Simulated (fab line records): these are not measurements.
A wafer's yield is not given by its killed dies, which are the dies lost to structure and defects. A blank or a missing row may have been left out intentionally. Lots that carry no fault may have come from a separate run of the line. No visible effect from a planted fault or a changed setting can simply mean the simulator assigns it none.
A struck lot beside a sound one || flow gf180mcu || 15 steps out of a route of 602
Sound: wafers L603.1, L603.2, L603.3. Struck: wafers L616.3, L616.6 (left out: L616.1, a lot-mate that was not struck); the cause follows at the end.
Order at every step that has rows: each side's tool, ch and its chambers, its first start. Under that, the readings that differ: sound wafers || struck wafers || difference of the means || sigmas: that difference in standard deviations of wafers without a fault.
alike: same words and numbers on both sides, and readings whose means sit less than 2 such deviations apart. not compared: any withheld reading, any reading some wafer has no value for, any bound like >300 that may hide the same value, and any number with overlapping values for which the record gives no deviation.
The two part at a step that has a row with sigmas, a row that says differs or no value, or rows on one side only. Numbers that have no deviation but don't overlap get no sigmas and don't part them. A reading that every wafer of one side lacks parts them only if that side has two wafers or more.

first, 4 steps without rows for these wafers: GF_M1_SOFTBAKE_10 (time 60 s); GF_M1_EXPOSE_11 (exposes mask Metal1, target cd 230 nm); GF_M1_PEB_12 (peb time 90 s); GF_M1_DEVELOP_13 (develop time 60 s).
GF_M1_CD_MEAS_14: the cd target is 230 nm.
  sound on cd sem-02 at day 17 05:54; struck on cd sem-01 at day 22 05:30
  alike: cd nm
GF_M1_OVL_MEAS_15:
  sound on overlay-02 at day 17 06:01; struck on overlay-02 at day 22 05:37
  alike: M1_OVL
GF_M1_METAL_ETCH_16: etches the open film in Cl2/BCl3, stops on SiO2, target depth 627.5 nm, time 104.6 s.
  sound on rie metal-01 ch 0,1, day 17 06:03; struck on rie metal-04 ch 0,1, day 22 05:39
  alike: drypump motor current A, oes product au, throttle valve pct
  not compared: rf hours counter h
GF_M1_STRIP_17: strips in O2/N2.
  sound on plasma asher-01 ch 0,1, day 17 06:12; struck on plasma asher-03 ch 0,1, day 22 05:46
  alike: drypump motor current A, heater power w, o2 flow sccm, oes product au, strip time to endpoint s
  not compared: rf hours counter h
then, 3 steps without rows for these wafers: GF_M1_STRIP_18 (strips in post etch residue remover, time 1200 s); GF_M1_CLEAN_19 (cleans in DIW); GF_V1_CVD_00 (deposits SiO2, target thk 600 nm, time 103.3 s).
GF_V1_THK_MEAS_01:
  sound on film metro-02 at day 17 06:50; struck on film metro-04 at day 22 06:22
  alike: V1_CVD_00_THK
GF_V1_CVD_02: deposits SiO2 from TEOS, target thk 850 nm, time 94.851 s.
  sound on pecvd-04 ch 0,1,2, day 17 06:54; struck on pecvd-04 ch 1, day 22 06:26
{"reading": "rf fwd power W (W)", "sound": "596.0 597.6 601.2", "struck": "503.8 503.3", "difference": -94.7, "sigmas": -45}
  alike: heater power outer w, heater power w
  not compared: model.SiO2_of_V1_CVD_02.thk nm
GF_V1_THK_MEAS_03:
  sound on film metro-04 at day 17 06:58; struck on film metro-04 at day 22 06:30
  alike: V1_CVD_02_THK
-- the record jumps here: 11 days lie between the struck wafers' starts before and after (it left off in module V1 and takes up again in module PASSIVATION, whose first step shown is number 602 of the route) --
GF_PASSIVATION_PROBE_99:
  the record has rows for the struck wafers here (prober-01, day 32 21:37) and none for the sound ones

## WHERE THEY PART
Last at GF_PASSIVATION_PROBE_99 as far as this record goes, first at GF_V1_CVD_02.

WHY: what the simulator had put in
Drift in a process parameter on pecvd-04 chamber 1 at GF_V1_CVD_02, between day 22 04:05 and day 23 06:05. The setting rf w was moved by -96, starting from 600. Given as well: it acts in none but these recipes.
